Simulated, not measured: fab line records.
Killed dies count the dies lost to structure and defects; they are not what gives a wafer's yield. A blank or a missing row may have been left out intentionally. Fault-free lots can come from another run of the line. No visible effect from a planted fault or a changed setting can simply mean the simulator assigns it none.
Chamber matching | flow sky130 | cmp-01 running SKY_VIA3_CMP_24: 4 sister chambers
The step polishes, stops on SiO2, t overpolish 20 s, target thk 0 nm. 8 wafers are shown with their chamber, then 12 later ones without.

WAFERS, EACH WITH ITS CHAMBER
wafer  | chamber | motorCurrentA (A) | timeToEndpointS (s)
L087.4 | 0       | 11.9              | 85
L087.6 | 3       | 10.4              | 98
L088.2 | 3       | 11.0              | 90
L088.5 | 0       | 11.4              | 81
L089.5 | 1       | 11.7              | 90
L090.2 | 2       | 10.1              | 92
L090.5 | 2       | 10.2              | 94
L090.6 | 1       | 12.1              | 86

WAFERS WITH NO CHAMBER GIVEN
wafer  | motorCurrentA (A) | timeToEndpointS (s)
L091.3 | 10.9              | 89
L091.4 | 11.5              | 87
L091.6 | 10.1              | 93
L092.1 | 10.4              | 97
L092.2 | 11.3              | 89
L092.4 | 11.4              | 87
L093.2 | 11.5              | 86
L093.3 | 11.3              | 88
L093.4 | 9.8               | 92
L094.2 | 11.0              | 87
L094.3 | 10.1              | 92
L094.5 | 10.2              | 91

EACH ONE'S CHAMBER
wafer  | from the rows above               | in truth
L091.3 | can't be placed: 3 or 2 or 0 or 1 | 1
L091.4 | can't be placed: 0 or 1           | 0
L091.6 | can't be placed: 2 or 3           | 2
L092.1 | can't be placed: 3 or 2           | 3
L092.2 | can't be placed: 1 or 0 or 3 or 2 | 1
L092.4 | can't be placed: 0 or 1 or 3      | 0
L093.2 | can't be placed: 0 or 1           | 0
L093.3 | can't be placed: 0 or 1 or 3      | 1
L093.4 | can't be placed: 2 or 3           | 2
L094.2 | can't be placed: 3 or 0 or 1 or 2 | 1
L094.3 | can't be placed: 2 or 3           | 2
L094.5 | can't be placed: 2 or 3           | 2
Placed correctly: 0 of 12. From these rows, 12 cannot be placed; in 12 the true chamber is one of the candidates. Number placed wrongly: 0.
How it was worked out, from the rows above alone: a wafer's distance from a chamber is the root of the sum, over the readings, of the square of ((its reading less the chamber's mean) divided by the reading's scatter). The wafer belongs to the nearest chamber; if the next one is less than 2 further off, it can't be placed. The mean given for a chamber averages the wafers shown for that chamber. How the scatter is found: for the shown wafers, subtract from each reading the mean of its chamber, square and add these, divide the total by (wafers less chambers), then take the root.
